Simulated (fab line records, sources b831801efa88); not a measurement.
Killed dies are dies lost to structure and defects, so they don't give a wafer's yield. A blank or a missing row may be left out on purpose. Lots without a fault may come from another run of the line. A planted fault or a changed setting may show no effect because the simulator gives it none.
Which tool did it? | flow gf180mcu | 13 lots, 39 wafers sampled, at 4 steps of a route of 602

WHAT THE GAUGES READ, wafer by wafer
The record holds no reading of a measuring or inspecting step that can be judged against a usual standard deviation.

WHICH TOOL RAN EACH LOT (tool, then ch and the chambers of the sampled wafers, then the start)
lot  | GF_SALICIDE_RTA_06               | GF_V1_STRIP_18                       | GF_V3_SPUTTER_22             | GF_V3_CMP_26
L539 | rtp_anneal-01 ch 0, day 16 22:39 | plasma_asher-02 ch 0,1, day 20 02:56 | pvd_sputter-02, day 24 13:34 | cmp-01 ch 2,3, day 24 13:58
L540 | rtp_anneal-01 ch 0, day 17 10:56 | plasma_asher-03 ch 0,1, day 20 17:05 | pvd_sputter-02, day 25 01:41 | cmp-01 ch 1,2, day 25 02:01
L541 | rtp_anneal-01 ch 0, day 17 17:48 | plasma_asher-01 ch 0, day 21 00:43   | pvd_sputter-02, day 25 07:32 | cmp-01 ch 0,1,3, day 25 07:52
L542 | rtp_anneal-01 ch 0, day 18 03:23 | plasma_asher-01 ch 0,1, day 21 10:35 | pvd_sputter-02, day 25 16:20 | cmp-02 ch 0,1,2, day 25 16:46
L545 | rtp_anneal-02 ch 0, day 19 01:08 | plasma_asher-01 ch 0,1, day 22 08:24 | pvd_sputter-01, day 26 12:25 | cmp-01 ch 0,2,3, day 26 12:48
L548 | rtp_anneal-01 ch 0, day 20 05:04 | plasma_asher-03 ch 0,1, day 23 11:58 | pvd_sputter-01, day 27 13:36 | cmp-01 ch 0,1,2, day 27 13:59
L549 | rtp_anneal-02 ch 0, day 20 16:17 | plasma_asher-02 ch 0,1, day 23 22:38 | pvd_sputter-01, day 27 22:10 | cmp-02 ch 0,1, day 27 22:32
L550 | rtp_anneal-02 ch 0, day 20 21:20 | plasma_asher-03 ch 0, day 24 03:20   | pvd_sputter-02, day 28 05:07 | cmp-02 ch 0,1,2, day 28 05:27
L551 | rtp_anneal-02 ch 0, day 21 03:49 | plasma_asher-03 ch 0,1, day 24 09:19 | pvd_sputter-04, day 28 08:43 | cmp-01 ch 0,2,3, day 28 09:09
L553 | rtp_anneal-01 ch 0, day 22 00:34 | plasma_asher-03 ch 0,1, day 25 03:48 | pvd_sputter-02, day 29 01:28 | cmp-02 ch 0,1,2, day 29 01:54
L554 | rtp_anneal-02 ch 0, day 22 06:32 | plasma_asher-02 ch 0,1, day 25 09:09 | pvd_sputter-01, day 29 05:26 | cmp-02 ch 0,1,2, day 29 05:49
L559 | rtp_anneal-01 ch 0, day 23 16:30 | plasma_asher-01 ch 0,1, day 26 15:39 | pvd_sputter-01, day 30 10:21 | cmp-01 ch 0,2,3, day 30 10:41
L560 | rtp_anneal-01 ch 0, day 24 01:23 | plasma_asher-01 ch 0,1, day 27 00:41 | pvd_sputter-01, day 30 19:01 | cmp-02 ch 0,1,3, day 30 19:24
- GF_SALICIDE_RTA_06: time 30 s.
- GF_V1_STRIP_18: strips in O2/N2.
- GF_V3_SPUTTER_22: material TiN, target thk 10 nm, time 40 s.
- GF_V3_CMP_26: polishes, stops on SiO2, t overpolish 15 s, target thk 0 nm.

WHAT THE TOOLS THEMSELVES READ (means of the sampled wafers that have a number; where no wafer has one, the mark that the record gives instead)
GF_SALICIDE_RTA_06.
lot  | tool          | anneal_temp_c_max | chamber_o2_ppm | lamp_power_pct (%) | wafer_temp_C_max
L539 | rtp_anneal-01 | 533.4             | 1.978          | 6.0                | 532.6
L540 | rtp_anneal-01 | 532.8             | 1.997          | 6.0                | 532.9
L541 | rtp_anneal-01 | 533.0             | 1.990          | 6.0                | 533.4
L542 | rtp_anneal-01 | 533.4             | 1.987          | 6.0                | 532.9
L545 | rtp_anneal-02 | 533.1             | 2.010          | 7.1                | 532.4
L548 | rtp_anneal-01 | 533.2             | 1.992          | 6.0                | 533.4
L549 | rtp_anneal-02 | 532.4             | 2.016          | 7.1                | 532.4
L550 | rtp_anneal-02 | 533.0             | 2.009          | 7.1                | 532.7
L551 | rtp_anneal-02 | 532.6             | 2.015          | 7.1                | 532.0
L553 | rtp_anneal-01 | 533.4             | 2.002          | 6.0                | 532.4
L554 | rtp_anneal-02 | 532.5             | 1.974          | 7.1                | 532.2
L559 | rtp_anneal-01 | 533.0             | 1502.000       | 6.0                | 533.4
L560 | rtp_anneal-01 | 533.2             | 1502.000       | 6.0                | 533.0

GF_V1_STRIP_18.
lot  | tool            | drypump_motor_current_A (A) | heater_power_w (W) | oes_product_au (a.u.)
L539 | plasma_asher-02 | 6.1                         | 365                | 0.589
L540 | plasma_asher-03 | 6.3                         | 298                | 0.601
L541 | plasma_asher-01 | 4.9                         | 327                | 0.593
L542 | plasma_asher-01 | 5.2                         | 311                | 0.589
L545 | plasma_asher-01 | 5.4                         | 297                | 0.586
L548 | plasma_asher-03 | 6.3                         | 295                | 0.596
L549 | plasma_asher-02 | 6.1                         | 368                | 0.588
L550 | plasma_asher-03 | 5.8                         | 298                | 0.595
L551 | plasma_asher-03 | 6.3                         | 297                | 0.598
L553 | plasma_asher-03 | 6.1                         | 302                | 0.591
L554 | plasma_asher-02 | 6.1                         | 363                | 0.589
L559 | plasma_asher-01 | 5.4                         | 293                | 0.588
L560 | plasma_asher-01 | 5.2                         | 311                | 0.592

GF_V3_SPUTTER_22.
lot  | tool           | throttle_valve_pct (%)
L539 | pvd_sputter-02 | 30.4
L540 | pvd_sputter-02 | 30.4
L541 | pvd_sputter-02 | 30.7
L542 | pvd_sputter-02 | 30.3
L545 | pvd_sputter-01 | 29.5
L548 | pvd_sputter-01 | 29.7
L549 | pvd_sputter-01 | 29.1
L550 | pvd_sputter-02 | 31.1
L551 | pvd_sputter-04 | 30.2
L553 | pvd_sputter-02 | 29.8
L554 | pvd_sputter-01 | 29.0
L559 | pvd_sputter-01 | 28.8
L560 | pvd_sputter-01 | 29.0

GF_V3_CMP_26.
lot  | tool   | motor_current_A (A) | overpolish_run_s (s) | time_to_endpoint_s (s)
L539 | cmp-01 | 9.2                 | 15.003               | 83
L540 | cmp-01 | 10.4                | 14.991               | 85
L541 | cmp-01 | 10.2                | 14.999               | 87
L542 | cmp-02 | 11.5                | 15.003               | 82
L545 | cmp-01 | 9.8                 | 15.007               | 84
L548 | cmp-01 | 10.6                | 15.002               | 87
L549 | cmp-02 | 11.4                | 14.999               | 88
L550 | cmp-02 | 11.6                | 15.004               | 89
L551 | cmp-01 | 10.2                | 14.992               | 82
L553 | cmp-02 | 11.4                | 14.994               | 80
L554 | cmp-02 | 11.9                | 14.995               | 85
L559 | cmp-01 | 9.9                 | 15.004               | 81
L560 | cmp-02 | 11.1                | 15.000               | 84

THE ANSWER, worked out from the rows above alone
Rule: what is usual is taken from the lots themselves. Put in order of their means at a reading, lots are off if they are a third of the lots or fewer, leave a main group of 4 or more, and stand apart from it by a gap of 3 or more times the standard deviation of the main group's means; of several such gaps the widest counts. A main group whose means are all the same, to the digits that the tables above print for the reading, isn't used. A lot without any number at a reading at which 4 lots or more have one is off too. The other lots that the step has rows for count as sound. The gauges are gone through in route order, then the tools' own readings, and for those a lot's mean is taken as printed above. The first step at which some lot is off is used, and at that step the reading that is off furthest; a lot without a number counts as furthest.
Off: L559, L560, at GF_SALICIDE_RTA_06 (chamber_o2_ppm). The main group: mean 1.997, standard deviation 0.014.
A tool fits if, at that step or a process step before it, it ran every lot that is off, and no sound lot after the first of them. One fits: rtp_anneal-01 at GF_SALICIDE_RTA_06. Its last sound lot is L553 (day 22 00:34), its first lot that is off L559 (day 23 16:30): a fault that began between those two fits.
The tool's own readings at GF_SALICIDE_RTA_06 bear it out: on the lots that are off they differ by more than 5 times the standard deviation of the sound lots' means. chamber_o2_ppm reads 1502.000 there against 1.997 on the sound lots.

WHAT THE SIMULATOR HAD PUT IN
Process parameter drift: rtp_anneal-01, from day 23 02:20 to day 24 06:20, at GF_SALICIDE_RTA_06. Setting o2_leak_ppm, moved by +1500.
Lots struck among those shown: L559, L560. The rule above found the same.
